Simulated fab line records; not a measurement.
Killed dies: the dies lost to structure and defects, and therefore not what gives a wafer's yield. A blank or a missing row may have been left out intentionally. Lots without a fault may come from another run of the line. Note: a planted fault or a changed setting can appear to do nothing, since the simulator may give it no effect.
fab line records -- flow gf180mcu
[record] lots = 24, wafers = 72, last_day = 34
route steps=602 shown V2@384 MIM@504 V5@555
lots that met no fault: from a run of the same line without faults
start_h: the number of hours between the record's first day and the start of the first shown wafer of the lot -- wait_h: hours from the lot's prior step to this one -- " the same as in the row above -- L1.1+2: a single row standing in for several wafers -- - no value, or no start was given -- * or withheld: withheld -- < > ~ a bound
route shown NAME@n: a module of which the file shows steps, and the number in the route of the first -- usual: mean/standard deviation of fault-free wafers -- same: alike in all rows -- chamber/n: place in a boat -- sites: the reading at each site -- _std_site: the values' standard deviation -- _edge_site: the outer-site mean with the inner-site mean subtracted -- radius_mm: for every site, how far away it sits from the centre of the wafer -- mask NAME#n: copy n -- behind: the last tool/chamber to shape the wafer -- hold: cause of the lot's hold/its duration in hours/its outcome -- device: whichever transistor did not switch (one of n, p or np) -- end of line: at the end of the route, the tests of the same wafers -- where a step has no rows: the recipe by itself -- killed: dies lost to structure and defects at the first sort, not the wafer's yield -- map: a wafer's dies, x killed, . not, _ none there
set.NAME: the setting as run; set.NAME@STEP: as run at that earlier step -- model.NAME: the simulator's own value behind a step, which no gauge read
steps of the route over a sample of lots; a table a step, a row a wafer
services: the hour from which a tool's chamber was out of use, counted from the record's first day as start_h (under 0 if before that day), plus the number of hours and why
[[steps]]
[step GF_V2_CVD_02]
[recipe] material = SiO2, target_thk_nm = 850, precursor = TEOS, temp_c = 400, time_s = 94.851, rf_w = 600
[usual] heater_power_w = 630/95, susceptor_temp_C = 399.98/0.23
lot.wafer,tool,chamber,start_h,wait_h,heater_power_w,susceptor_temp_C
L074.1,pecvd-04,2,446.87,0.1,589,399.98
L074.3,pecvd-04,0,446.87,0.1,552,399.86
L074.5,pecvd-04,2,446.87,0.1,628,399.93
L075.1,pecvd-02,1,456.38,0.1,699,400.13
L075.2,pecvd-02,2,456.38,0.1,725,399.99
L075.4,pecvd-02,2,456.38,0.1,566,400.12
L076.3,pecvd-02,2,463.23,0.0,688,400.14
L076.5,pecvd-02,2,463.23,0.0,732,400.27
L076.6,pecvd-02,1,463.23,0.0,583,399.66
L077.1,pecvd-02,2,471.21,0.1,742,400.39
L077.5,pecvd-02,0,471.21,0.1,610,400.11
L077.6,pecvd-02,1,471.21,0.1,733,400.04
L078.2,pecvd-02,1,473.77,0.0,710,399.85
L078.5,pecvd-02,2,473.77,0.0,741,400.39
L078.6,pecvd-02,1,473.77,0.0,723,400.15
L079.1,pecvd-04,1,491.17,0.1,736,400.16
L079.3,pecvd-04,0,491.17,0.1,534,399.66
L079.4,pecvd-04,0,491.17,0.1,558,399.72
L080.3,pecvd-03,2,491.79,0.0,614,399.97
L080.4,pecvd-03,0,491.79,0.0,795,399.92
L080.5,pecvd-03,2,491.79,0.0,677,399.89
L081.1,pecvd-04,0,503.98,0.1,564,400.17
L081.2,pecvd-04,2,503.98,0.1,624,399.90
L081.6,pecvd-04,1,503.98,0.1,727,400.17
L082.1,pecvd-02,0,510.09,0.1,637,399.83
L082.2,pecvd-02,1,510.09,0.1,610,399.96
L082.3,pecvd-02,2,510.09,0.1,642,400.19
L083.3,pecvd-03,2,516.76,0.0,686,400.10
L083.4,pecvd-03,1,516.76,0.0,557,399.86
L083.6,pecvd-03,2,516.76,0.0,543,400.38
L084.1,pecvd-04,2,524.45,0.1,635,400.44
L084.2,pecvd-04,1,524.45,0.1,781,400.09
L084.5,pecvd-04,0,524.45,0.1,521,399.95
L085.2,pecvd-04,0,534.59,0.0,534,399.79
L085.3,pecvd-04,1,534.59,0.0,764,400.11
L085.4,pecvd-04,2,534.59,0.0,492,399.59
L086.2,pecvd-04,2,543.02,0.0,568,399.41
L086.3,pecvd-04,0,543.02,0.0,557,400.01
L086.5,pecvd-04,2,543.02,0.0,596,399.65
L087.2,pecvd-02,1,557.78,0.0,641,399.83
L087.5,pecvd-02,1,557.78,0.0,671,400.10
L087.6,pecvd-02,2,557.78,0.0,587,400.03
L088.2,pecvd-03,2,562.17,0.0,645,400.03
L088.3,pecvd-03,1,562.17,0.0,578,400.03
L088.5,pecvd-03,0,562.17,0.0,789,400.29
L089.4,pecvd-03,0,569.86,0.1,673,400.24
L089.5,pecvd-03,2,569.86,0.1,560,399.62
L089.6,pecvd-03,1,569.86,0.1,526,399.58
L090.1,pecvd-03,1,574.63,0.1,517,399.94
L090.2,pecvd-03,2,574.63,0.1,607,400.40
L090.3,pecvd-03,0,574.63,0.1,768,400.12
L091.1,pecvd-04,2,583.30,0.1,568,400.03
L091.2,pecvd-04,1,583.30,0.1,649,399.51
L091.6,pecvd-04,2,583.30,0.1,588,400.22
L092.3,pecvd-04,2,591.70,0.0,496,400.13
L092.4,pecvd-04,0,591.70,0.0,559,399.74
L092.6,pecvd-04,1,591.70,0.0,786,399.82
L093.3,pecvd-04,0,599.70,0.0,489,399.93
L093.4,pecvd-04,1,599.70,0.0,722,399.73
L093.5,pecvd-04,2,599.70,0.0,605,399.89
L094.2,pecvd-02,0,608.14,0.0,655,399.96
L094.3,pecvd-02,1,608.14,0.0,710,400.04
L094.5,pecvd-02,2,608.14,0.0,565,399.95
L095.1,pecvd-03,0,612.99,0.1,700,400.02
L095.3,pecvd-03,2,612.99,0.1,683,399.63
L095.6,pecvd-03,1,612.99,0.1,559,399.97
L096.2,pecvd-04,2,622.18,0.0,624,399.41
L096.3,pecvd-04,1,622.18,0.0,732,399.86
L096.5,pecvd-04,0,622.18,0.0,494,399.97
L097.2,pecvd-02,1,623.91,0.0,716,400.25
L097.3,pecvd-02,2,623.91,0.0,726,400.13
L097.5,pecvd-02,0,623.91,0.0,498,399.77
[step GF_V2_OVL_MEAS_15]
[usual] V2_OVL = -1/4.9
lot.wafer,tool,chamber,start_h,wait_h,V2_OVL[nm]
L074.1,overlay-01,-,471.89,0.1,-2
L074.3,overlay-01,-,471.89,0.1,-3
L074.5,overlay-01,-,471.89,0.1,2
L075.1,overlay-01,-,481.19,0.1,-5
L075.2,overlay-01,-,481.19,0.1,-1
L075.4,overlay-01,-,481.19,0.1,0
L076.3,overlay-01,-,487.68,0.1,3
L076.5,overlay-01,-,487.68,0.1,6
L076.6,overlay-01,-,487.68,0.1,6
L077.1,overlay-01,-,495.21,0.1,-2
L077.5,overlay-01,-,495.21,0.1,8
L077.6,overlay-01,-,495.21,0.1,6
L078.2,overlay-01,-,498.25,0.1,1
L078.5,overlay-01,-,498.25,0.1,8
L078.6,overlay-01,-,498.25,0.1,8
L079.1,overlay-01,-,515.21,0.1,5
L079.3,overlay-01,-,515.21,0.1,5
L079.4,overlay-01,-,515.21,0.1,-5
L080.3,overlay-01,-,515.55,0.1,5
L080.4,overlay-01,-,515.55,0.1,2
L080.5,overlay-01,-,515.55,0.1,-1
L081.1,overlay-01,-,527.79,0.1,5
L081.2,overlay-01,-,527.79,0.1,-3
L081.6,overlay-01,-,527.79,0.1,-3
L082.1,overlay-02,-,534.16,0.1,-3
L082.2,overlay-02,-,534.16,0.1,-14
L082.3,overlay-02,-,534.16,0.1,-2
L083.3,overlay-01,-,540.68,0.1,-10
L083.4,overlay-01,-,540.68,0.1,-4
L083.6,overlay-01,-,540.68,0.1,-9
L084.1,overlay-01,-,547.54,0.1,0
L084.2,overlay-01,-,547.54,0.1,1
L084.5,overlay-01,-,547.54,0.1,-3
L085.2,overlay-01,-,558.00,0.1,8
L085.3,overlay-01,-,558.00,0.1,1
L085.4,overlay-01,-,558.00,0.1,-2
L086.2,overlay-02,-,566.30,0.1,4
L086.3,overlay-02,-,566.30,0.1,-2
L086.5,overlay-02,-,566.30,0.1,-1
L087.2,overlay-02,-,580.10,0.1,10
L087.5,overlay-02,-,580.10,0.1,-9
L087.6,overlay-02,-,580.10,0.1,-3
L088.2,overlay-01,-,583.95,0.1,7
L088.3,overlay-01,-,583.95,0.1,2
L088.5,overlay-01,-,583.95,0.1,-5
L089.4,overlay-01,-,592.16,0.1,-1
L089.5,overlay-01,-,592.16,0.1,-1
L089.6,overlay-01,-,592.16,0.1,2
L090.1,overlay-01,-,597.52,0.1,-5
L090.2,overlay-01,-,597.52,0.1,1
L090.3,overlay-01,-,597.52,0.1,-2
L091.1,overlay-02,-,604.91,0.1,-1
L091.2,overlay-02,-,604.91,0.1,-4
L091.6,overlay-02,-,604.91,0.1,1
L092.3,overlay-01,-,613.05,0.1,0
L092.4,overlay-01,-,613.05,0.1,-9
L092.6,overlay-01,-,613.05,0.1,1
L093.3,overlay-02,-,621.33,0.1,-1
L093.4,overlay-02,-,621.33,0.1,-3
L093.5,overlay-02,-,621.33,0.1,-5
L094.2,overlay-02,-,629.26,0.1,7
L094.3,overlay-02,-,629.26,0.1,-2
L094.5,overlay-02,-,629.26,0.1,-1
L095.1,overlay-02,-,634.29,0.1,-1
L095.3,overlay-02,-,634.29,0.1,0
L095.6,overlay-02,-,634.29,0.1,1
L096.2,overlay-01,-,642.56,0.1,-8
L096.3,overlay-01,-,642.56,0.1,-4
L096.5,overlay-01,-,642.56,0.1,-7
L097.2,overlay-02,-,644.86,0.1,-2
L097.3,overlay-02,-,644.86,0.1,-6
L097.5,overlay-02,-,644.86,0.1,-3
[step GF_V2_ETCH_16]
[recipe] chemistry = N2/H2, target_depth_a = withheld, overetch_a = withheld, time_s = withheld, target = BARC, ion_energy_ev = 200, source_w = 500, bias_w = 100, pressure_mtorr = 30, n2_flow_sccm = 100, h2_flow_sccm = 200
[usual] drypump_motor_current_A = 5.7/0.46, oes_product_au = 0.855/0.0047, throttle_valve_pct = 13.225/0.0096
lot.wafer,tool,chamber,start_h,wait_h,drypump_motor_current_A,oes_product_au,throttle_valve_pct
L074.1,rie_diel-02,3,471.93,0.0,5.9,0.863,13.230
L074.3,rie_diel-02,2,471.93,0.0,5.8,0.857,13.242
L074.5,rie_diel-02,3,471.93,0.0,5.9,0.867,13.244
L075.1,rie_diel-03,3,481.23,0.0,4.9,0.857,13.217
L075.2,rie_diel-03,0,481.23,0.0,6.0,0.853,13.234
L075.4,rie_diel-03,2,481.23,0.0,5.9,0.856,13.234
L076.3,rie_diel-02,2,487.70,0.0,5.8,0.867,13.216
L076.5,rie_diel-02,0,487.70,0.0,5.0,0.856,13.235
L076.6,rie_diel-02,3,487.70,0.0,5.9,0.853,13.226
L077.1,rie_diel-04,1,495.25,0.0,5.3,0.853,13.227
L077.5,rie_diel-04,0,495.25,0.0,5.9,0.851,13.229
L077.6,rie_diel-04,3,495.25,0.0,5.7,0.852,13.216
L078.2,rie_diel-03,3,498.28,0.0,4.9,0.858,13.220
L078.5,rie_diel-03,2,498.28,0.0,5.9,0.858,13.230
L078.6,rie_diel-03,1,498.28,0.0,6.5,0.865,13.224
L079.1,rie_diel-03,0,515.25,0.0,6.0,0.855,13.232
L079.3,rie_diel-03,3,515.25,0.0,4.9,0.857,13.225
L079.4,rie_diel-03,1,515.25,0.0,6.5,0.854,13.234
L080.3,rie_diel-02,1,515.58,0.0,5.6,0.852,13.222
L080.4,rie_diel-02,3,515.58,0.0,5.9,0.855,13.221
L080.5,rie_diel-02,0,515.58,0.0,5.0,0.852,13.204
L081.1,rie_diel-02,3,527.83,0.0,5.9,0.845,13.220
L081.2,rie_diel-02,0,527.83,0.0,5.0,0.856,13.214
L081.6,rie_diel-02,3,527.83,0.0,5.9,0.845,13.226
L082.1,rie_diel-03,0,534.20,0.0,6.0,0.857,13.219
L082.2,rie_diel-03,2,534.20,0.0,5.9,0.853,13.238
L082.3,rie_diel-03,3,534.20,0.0,4.9,0.854,13.230
L083.3,rie_diel-02,3,540.70,0.0,5.9,0.845,13.242
L083.4,rie_diel-02,1,540.70,0.0,5.5,0.857,13.229
L083.6,rie_diel-02,0,540.70,0.0,5.0,0.851,13.231
L084.1,rie_diel-04,0,547.58,0.0,5.8,0.867,13.233
L084.2,rie_diel-04,2,547.58,0.0,5.9,0.855,13.208
L084.5,rie_diel-04,3,547.58,0.0,5.8,0.853,13.216
L085.2,rie_diel-03,1,558.03,0.0,6.6,0.849,13.236
L085.3,rie_diel-03,2,558.03,0.0,5.9,0.852,13.232
L085.4,rie_diel-03,0,558.03,0.0,6.0,0.853,13.233
L086.2,rie_diel-04,3,566.33,0.0,5.8,0.856,13.204
L086.3,rie_diel-04,2,566.33,0.0,5.9,0.848,13.230
L086.5,rie_diel-04,0,566.33,0.0,5.9,0.854,13.229
L087.2,rie_diel-04,3,580.13,0.0,5.8,0.864,13.216
L087.5,rie_diel-04,0,580.13,0.0,5.9,0.863,13.230
L087.6,rie_diel-04,1,580.13,0.0,5.3,0.855,13.227
L088.2,rie_diel-03,2,583.98,0.0,5.9,0.850,13.233
L088.3,rie_diel-03,0,583.98,0.0,6.0,0.847,13.228
L088.5,rie_diel-03,1,583.98,0.0,6.6,0.856,13.231
L089.4,rie_diel-02,3,592.18,0.0,5.9,0.858,13.242
L089.5,rie_diel-02,3,592.18,0.0,5.9,0.853,13.211
L089.6,rie_diel-02,2,592.18,0.0,5.8,0.857,13.240
L090.1,rie_diel-04,1,597.55,0.0,5.3,0.854,13.221
L090.2,rie_diel-04,2,597.55,0.0,5.9,0.852,13.222
L090.3,rie_diel-04,3,597.55,0.0,5.7,0.851,13.237
L091.1,rie_diel-02,1,604.95,0.0,5.6,0.859,13.227
L091.2,rie_diel-02,0,604.95,0.0,5.0,0.854,13.211
L091.6,rie_diel-02,3,604.95,0.0,5.9,0.852,13.245
L092.3,rie_diel-03,1,613.08,0.0,6.6,0.852,13.229
L092.4,rie_diel-03,2,613.08,0.0,5.9,0.859,13.227
L092.6,rie_diel-03,0,613.08,0.0,6.0,0.841,13.231
L093.3,rie_diel-02,3,621.35,0.0,5.9,0.853,13.222
L093.4,rie_diel-02,0,621.35,0.0,5.0,0.855,13.226
L093.5,rie_diel-02,3,621.35,0.0,5.9,0.852,13.233
L094.2,rie_diel-04,0,629.29,0.0,5.8,0.855,13.228
L094.3,rie_diel-04,2,629.29,0.0,5.9,0.866,13.213
L094.5,rie_diel-04,3,629.29,0.0,5.7,0.861,13.230
L095.1,rie_diel-03,1,634.32,0.0,6.6,0.852,13.226
L095.3,rie_diel-03,0,634.32,0.0,6.0,0.850,13.228
L095.6,rie_diel-03,3,634.32,0.0,4.9,0.855,13.205
L096.2,rie_diel-02,1,642.59,0.0,5.5,0.853,13.210
L096.3,rie_diel-02,3,642.59,0.0,5.9,0.858,13.219
L096.5,rie_diel-02,0,642.59,0.0,5.0,0.856,13.225
L097.2,rie_diel-02,3,644.89,0.0,5.9,0.858,13.233
L097.3,rie_diel-02,1,644.89,0.0,5.5,0.851,13.228
L097.5,rie_diel-02,0,644.89,0.0,5.0,0.858,13.216
[step GF_MIM_SPUTTER_01]
[recipe] material = TiN, target_thk_nm = 30, power_w = 6500, time_s = 25, chamber_pressure_pa = 0.4
[usual] throttle_valve_pct = 30.3/1.2
lot.wafer,tool,chamber,start_h,wait_h,throttle_valve_pct
L074.1,pvd_sputter-03,-,576.34,0.1,30.6
L074.3,pvd_sputter-03,-,576.34,0.1,28.6
L074.5,pvd_sputter-03,-,576.34,0.1,31.0
L075.1,pvd_sputter-03,-,579.08,0.1,29.6
L075.2,pvd_sputter-03,-,579.08,0.1,28.7
L075.4,pvd_sputter-03,-,579.08,0.1,30.7
L076.3,pvd_sputter-03,-,585.82,0.1,31.3
L076.5,pvd_sputter-03,-,585.82,0.1,31.2
L076.6,pvd_sputter-03,-,585.82,0.1,28.5
L077.1,pvd_sputter-04,-,593.06,0.1,32.6
L077.5,pvd_sputter-04,-,593.06,0.1,28.9
L077.6,pvd_sputter-04,-,593.06,0.1,30.7
L078.2,pvd_sputter-04,-,595.03,0.1,30.1
L078.5,pvd_sputter-04,-,595.03,0.1,32.8
L078.6,pvd_sputter-04,-,595.03,0.1,29.9
L080.3,pvd_sputter-01,-,609.54,0.1,29.8
L080.4,pvd_sputter-01,-,609.54,0.1,30.4
L080.5,pvd_sputter-01,-,609.54,0.1,30.5
L079.1,pvd_sputter-01,-,610.26,0.1,29.4
L079.3,pvd_sputter-01,-,610.26,0.1,30.7
L079.4,pvd_sputter-01,-,610.26,0.1,29.9
L081.1,pvd_sputter-03,-,623.01,0.1,28.2
L081.2,pvd_sputter-03,-,623.01,0.1,31.1
L081.6,pvd_sputter-03,-,623.01,0.1,29.6
L082.1,pvd_sputter-04,-,627.74,0.1,30.5
L082.2,pvd_sputter-04,-,627.74,0.1,32.7
L082.3,pvd_sputter-04,-,627.74,0.1,30.1
L083.3,pvd_sputter-03,-,631.59,0.1,31.3
L083.4,pvd_sputter-03,-,631.59,0.1,30.8
L083.6,pvd_sputter-03,-,631.59,0.1,28.5
L084.1,pvd_sputter-03,-,642.46,0.1,29.7
L084.2,pvd_sputter-03,-,642.46,0.1,31.4
L084.5,pvd_sputter-03,-,642.46,0.1,30.7
L085.2,pvd_sputter-04,-,647.29,0.1,28.7
L085.3,pvd_sputter-04,-,647.29,0.1,30.3
L085.4,pvd_sputter-04,-,647.29,0.1,32.5
L086.2,pvd_sputter-04,-,656.73,0.1,30.0
L086.3,pvd_sputter-04,-,656.73,0.1,28.9
L086.5,pvd_sputter-04,-,656.73,0.1,30.6
L087.2,pvd_sputter-03,-,667.76,0.1,31.0
L087.5,pvd_sputter-03,-,667.76,0.1,28.3
L087.6,pvd_sputter-03,-,667.76,0.1,29.7
L088.2,pvd_sputter-03,-,672.51,0.1,31.5
L088.3,pvd_sputter-03,-,672.51,0.1,30.7
L088.5,pvd_sputter-03,-,672.51,0.1,28.3
L089.4,pvd_sputter-04,-,680.30,0.1,28.6
L089.5,pvd_sputter-04,-,680.30,0.1,30.0
L089.6,pvd_sputter-04,-,680.30,0.1,28.7
L090.1,pvd_sputter-04,-,684.76,0.1,29.8
L090.2,pvd_sputter-04,-,684.76,0.1,30.7
L090.3,pvd_sputter-04,-,684.76,0.1,28.8
L091.1,pvd_sputter-04,-,691.31,0.1,29.0
L091.2,pvd_sputter-04,-,691.31,0.1,32.6
L091.6,pvd_sputter-04,-,691.31,0.1,30.5
L092.3,pvd_sputter-03,-,698.71,0.1,29.2
L092.4,pvd_sputter-03,-,698.71,0.1,28.5
L092.6,pvd_sputter-03,-,698.71,0.1,30.6
L093.3,pvd_sputter-04,-,706.60,0.1,30.1
L093.4,pvd_sputter-04,-,706.60,0.1,28.8
L093.5,pvd_sputter-04,-,706.60,0.1,32.6
L094.2,pvd_sputter-03,-,714.58,0.1,31.1
L094.3,pvd_sputter-03,-,714.58,0.1,29.8
L094.5,pvd_sputter-03,-,714.58,0.1,28.7
L095.1,pvd_sputter-03,-,717.81,0.1,30.7
L095.3,pvd_sputter-03,-,717.81,0.1,29.5
L095.6,pvd_sputter-03,-,717.81,0.1,31.5
L096.2,pvd_sputter-04,-,725.99,0.1,28.8
L096.3,pvd_sputter-04,-,725.99,0.1,30.7
L096.5,pvd_sputter-04,-,725.99,0.1,29.0
L097.2,pvd_sputter-04,-,728.38,0.1,30.0
L097.3,pvd_sputter-04,-,728.38,0.1,30.8
L097.5,pvd_sputter-04,-,728.38,0.1,29.9
[step GF_MIM_STRIP_20]
[recipe] chemistry = O2/N2, power_w = 1400, pressure_mtorr = 1500, platen_temp_c = 250, o2_flow_sccm = 3000, n2_flow_sccm = 300, overash_fraction = 0.5
[usual] drypump_motor_current_A = 5.9/0.37, heater_power_w = 351/40, oes_product_au = 0.692/0.0053, strip_time_to_endpoint_s = 11.22/0.042
lot.wafer,tool,chamber,start_h,wait_h,drypump_motor_current_A,heater_power_w,oes_product_au,rf_hours_counter_h,strip_time_to_endpoint_s
L074.1,plasma_asher-01,0,597.50,0.0,6.4,384,0.690,51,11.17
L074.3,plasma_asher-01,1,597.50,0.0,5.6,321,0.689,-,11.23
L074.5,plasma_asher-01,0,597.50,0.0,6.4,368,0.694,-,11.27
L075.1,plasma_asher-01,0,600.67,0.0,6.4,371,0.689,51,11.23
L075.2,plasma_asher-01,1,600.67,0.0,5.6,325,0.695,51,11.26
L075.4,plasma_asher-01,0,600.67,0.0,6.4,386,0.696,-,11.24
L076.3,plasma_asher-04,0,607.35,0.1,6.2,407,0.693,-,11.23
L076.5,plasma_asher-04,1,607.35,0.1,5.5,297,0.692,-,11.23
L076.6,plasma_asher-04,0,607.35,0.1,6.2,395,0.695,-,11.23
L077.1,plasma_asher-04,0,613.65,0.0,6.3,389,0.690,85,11.25
L077.5,plasma_asher-04,1,613.65,0.0,5.5,294,0.688,-,11.25
L077.6,plasma_asher-04,0,613.65,0.0,6.2,391,0.689,-,11.20
L078.2,plasma_asher-04,1,615.42,0.0,5.4,296,0.694,85,11.21
L078.5,plasma_asher-04,0,615.42,0.0,6.3,401,0.690,-,11.24
L078.6,plasma_asher-04,1,615.42,0.0,5.5,292,0.696,-,11.23
L080.3,plasma_asher-04,0,630.45,0.1,6.2,401,0.692,-,11.17
L080.4,plasma_asher-04,1,630.45,0.1,5.5,293,0.700,-,11.24
L080.5,plasma_asher-04,0,630.45,0.1,6.2,409,0.687,-,11.25
L079.1,plasma_asher-02,0,631.26,0.0,5.8,391,0.689,17,11.27
L079.3,plasma_asher-02,1,631.26,0.0,5.8,335,0.685,-,11.21
L079.4,plasma_asher-02,0,631.26,0.0,5.8,405,0.697,-,11.25
L081.1,plasma_asher-02,1,643.61,0.0,5.7,330,0.696,18,11.24
L081.2,plasma_asher-02,0,643.61,0.0,5.8,397,0.702,18,11.25
L081.6,plasma_asher-02,1,643.61,0.0,5.8,327,0.692,-,11.29
L082.1,plasma_asher-04,0,648.17,0.0,6.2,401,0.690,88,11.15
L082.2,plasma_asher-04,1,648.17,0.0,5.5,296,0.699,88,11.22
L082.3,plasma_asher-04,1,648.17,0.0,5.5,293,0.691,-,11.20
L083.3,plasma_asher-02,0,651.85,0.1,5.8,405,0.689,-,11.16
L083.4,plasma_asher-02,1,651.85,0.1,5.7,335,0.694,-,11.19
L083.6,plasma_asher-02,0,651.85,0.1,5.8,383,0.692,-,11.15
L084.1,plasma_asher-01,0,662.48,0.1,6.4,384,0.685,58,11.19
L084.2,plasma_asher-01,1,662.48,0.1,5.6,323,0.699,58,11.17
L084.5,plasma_asher-01,0,662.48,0.1,6.5,376,0.684,-,11.19
L085.2,plasma_asher-01,1,667.09,0.1,5.6,316,0.691,58,11.19
L085.3,plasma_asher-01,0,667.09,0.1,6.4,375,0.693,-,11.19
L085.4,plasma_asher-01,1,667.09,0.1,5.6,317,0.691,-,11.17
L086.2,plasma_asher-02,0,675.92,0.0,5.8,392,0.692,21,11.13
L086.3,plasma_asher-02,0,675.92,0.0,5.8,390,0.695,-,11.17
L086.5,plasma_asher-02,0,675.92,0.0,5.8,402,0.679,-,11.14
L087.2,plasma_asher-01,0,687.51,0.0,6.4,380,0.686,61,11.21
L087.5,plasma_asher-01,0,687.51,0.0,6.4,371,0.688,-,11.15
L087.6,plasma_asher-01,1,687.51,0.0,5.6,332,0.688,-,11.18
L088.2,plasma_asher-01,1,692.52,0.0,5.6,327,0.688,61,11.17
L088.3,plasma_asher-01,0,692.52,0.0,6.4,383,0.691,-,11.19
L088.5,plasma_asher-01,0,692.52,0.0,6.4,382,0.686,-,11.29
L089.4,plasma_asher-04,1,699.10,0.1,5.4,300,0.685,-,11.18
L089.5,plasma_asher-04,0,699.10,0.1,6.3,392,0.689,-,11.25
L089.6,plasma_asher-04,1,699.10,0.1,5.5,301,0.700,-,11.29
L090.1,plasma_asher-01,0,703.27,0.1,6.4,374,0.685,63,11.27
L090.2,plasma_asher-01,1,703.27,0.1,5.6,330,0.685,63,11.28
L090.3,plasma_asher-01,1,703.27,0.1,5.6,317,0.691,-,11.24
L091.1,plasma_asher-01,1,709.67,0.0,5.6,337,0.696,64,11.23
L091.2,plasma_asher-01,0,709.67,0.0,6.4,372,0.694,64,11.21
L091.6,plasma_asher-01,0,709.67,0.0,6.4,370,0.688,-,11.25
L092.3,plasma_asher-04,0,716.60,0.1,6.3,388,0.697,-,11.20
L092.4,plasma_asher-04,1,716.60,0.1,5.5,298,0.689,-,11.25
L092.6,plasma_asher-04,0,716.60,0.1,6.2,402,0.705,-,11.30
L093.3,plasma_asher-04,1,724.25,0.1,5.5,296,0.689,-,11.25
L093.4,plasma_asher-04,0,724.25,0.1,6.2,399,0.689,-,11.21
L093.5,plasma_asher-04,1,724.25,0.1,5.5,294,0.693,-,11.26
L094.2,plasma_asher-01,1,732.40,0.0,5.6,319,0.697,66,11.28
L094.3,plasma_asher-01,1,732.40,0.0,5.5,325,0.683,-,11.28
L094.5,plasma_asher-01,0,732.40,0.0,6.4,371,0.701,-,11.29
L095.1,plasma_asher-02,0,735.55,0.0,5.8,405,0.694,26,11.25
L095.3,plasma_asher-02,0,735.55,0.0,5.8,394,0.702,-,11.26
L095.6,plasma_asher-02,1,735.55,0.0,5.8,339,0.699,-,11.25
L096.2,plasma_asher-01,1,743.05,0.0,5.6,320,0.690,68,11.23
L096.3,plasma_asher-01,0,743.05,0.0,6.4,366,0.694,-,11.25
L096.5,plasma_asher-01,1,743.05,0.0,5.6,329,0.687,-,11.15
L097.2,plasma_asher-04,1,745.82,0.0,5.5,292,0.694,98,11.27
L097.3,plasma_asher-04,0,745.82,0.0,6.3,388,0.690,-,11.24
L097.5,plasma_asher-04,1,745.82,0.0,5.5,293,0.697,-,11.27
[step GF_V5_OVL_MEAS_15]
[usual] V5_OVL = 1/5.7
lot.wafer,tool,chamber,start_h,wait_h,V5_OVL[nm]
L074.1,overlay-02,-,639.17,0.1,2
L074.3,overlay-02,-,639.17,0.1,-5
L074.5,overlay-02,-,639.17,0.1,1
L075.1,overlay-01,-,642.94,0.1,-2
L075.2,overlay-01,-,642.94,0.1,-3
L075.4,overlay-01,-,642.94,0.1,-3
L076.3,overlay-01,-,649.33,0.1,8
L076.5,overlay-01,-,649.33,0.1,5
L076.6,overlay-01,-,649.33,0.1,8
L077.1,overlay-02,-,656.35,0.1,-7
L077.5,overlay-02,-,656.35,0.1,0
L077.6,overlay-02,-,656.35,0.1,-4
L078.2,overlay-02,-,657.43,0.1,9
L078.5,overlay-02,-,657.43,0.1,4
L078.6,overlay-02,-,657.43,0.1,5
L080.3,overlay-02,-,671.90,0.1,2
L080.4,overlay-02,-,671.90,0.1,1
L080.5,overlay-02,-,671.90,0.1,2
L079.1,overlay-02,-,672.85,0.1,6
L079.3,overlay-02,-,672.85,0.1,-2
L079.4,overlay-02,-,672.85,0.1,4
L081.1,overlay-02,-,684.24,0.1,-3
L081.2,overlay-02,-,684.24,0.1,5
L081.6,overlay-02,-,684.24,0.1,8
L082.1,overlay-01,-,689.35,0.1,-4
L082.2,overlay-01,-,689.35,0.1,0
L082.3,overlay-01,-,689.35,0.1,-3
L083.3,overlay-02,-,692.81,0.1,8
L083.4,overlay-02,-,692.81,0.1,20
L083.6,overlay-02,-,692.81,0.1,10
L084.1,overlay-02,-,702.67,0.1,-4
L084.2,overlay-02,-,702.67,0.1,-1
L084.5,overlay-02,-,702.67,0.1,3
L085.2,overlay-01,-,707.44,0.1,0
L085.3,overlay-01,-,707.44,0.1,-4
L085.4,overlay-01,-,707.44,0.1,-2
L086.2,overlay-01,-,714.49,0.1,1
L086.3,overlay-01,-,714.49,0.1,2
L086.5,overlay-01,-,714.49,0.1,-8
L087.2,overlay-02,-,725.19,0.1,2
L087.5,overlay-02,-,725.19,0.1,0
L087.6,overlay-02,-,725.19,0.1,2
L088.2,overlay-02,-,729.84,0.1,-4
L088.3,overlay-02,-,729.84,0.1,-2
L088.5,overlay-02,-,729.84,0.1,1
L089.4,overlay-01,-,738.45,0.1,2
L089.5,overlay-01,-,738.45,0.1,10
L089.6,overlay-01,-,738.45,0.1,0
L090.1,overlay-02,-,740.15,0.1,-1
L090.2,overlay-02,-,740.15,0.1,6
L090.3,overlay-02,-,740.15,0.1,-3
L091.1,overlay-02,-,746.54,0.1,1
L091.2,overlay-02,-,746.54,0.1,-1
L091.6,overlay-02,-,746.54,0.1,0
L092.3,overlay-02,-,753.83,0.1,6
L092.4,overlay-02,-,753.83,0.1,-2
L092.6,overlay-02,-,753.83,0.1,-2
L093.3,overlay-01,-,760.81,0.1,0
L093.4,overlay-01,-,760.81,0.1,5
L093.5,overlay-01,-,760.81,0.1,-1
L094.2,overlay-01,-,767.76,0.1,-2
L094.3,overlay-01,-,767.76,0.1,-6
L094.5,overlay-01,-,767.76,0.1,-2
L095.1,overlay-02,-,770.18,0.1,4
L095.3,overlay-02,-,770.18,0.1,3
L095.6,overlay-02,-,770.18,0.1,9
L096.2,overlay-02,-,777.92,0.1,-13
L096.3,overlay-02,-,777.92,0.1,-13
L096.5,overlay-02,-,777.92,0.1,-12
L097.2,overlay-01,-,779.76,0.1,15
L097.3,overlay-01,-,779.76,0.1,8
L097.5,overlay-01,-,779.76,0.1,10
[[services]]
tool,chamber,start_h,hours,kind
plasma_asher-01,-,463.43,2.4,repair
rie_diel-02,1,479.15,3.3,repair
plasma_asher-01,-,486.74,14.6,pm
plasma_asher-04,-,501.34,2.8,pm
plasma_asher-01,-,501.90,1.9,repair
rie_diel-02,1,502.68,2.3,repair
pecvd-04,-,516.55,2.8,pm
pvd_sputter-04,-,541.57,3.5,repair
pvd_sputter-03,-,549.36,12.6,repair
rie_diel-02,2,554.23,17.2,repair
rie_diel-02,0,557.12,3.4,repair
pvd_sputter-03,-,583.22,0.8,repair
rie_diel-02,3,594.81,9.5,repair
pvd_sputter-04,-,603.51,2.1,repair
pecvd-04,-,612.71,1.9,repair
pecvd-04,-,632.69,6.0,pm
pecvd-04,-,667.89,14.6,pm
pvd_sputter-04,-,668.96,2.1,repair
rie_diel-02,-,685.70,0.9,repair
plasma_asher-04,-,703.34,1.6,repair
plasma_asher-04,-,708.68,5.8,repair
rie_diel-02,2,712.63,11.9,repair
plasma_asher-04,-,734.36,1.5,repair
rie_diel-02,2,743.50,23.0,repair
[[key]]
fault none
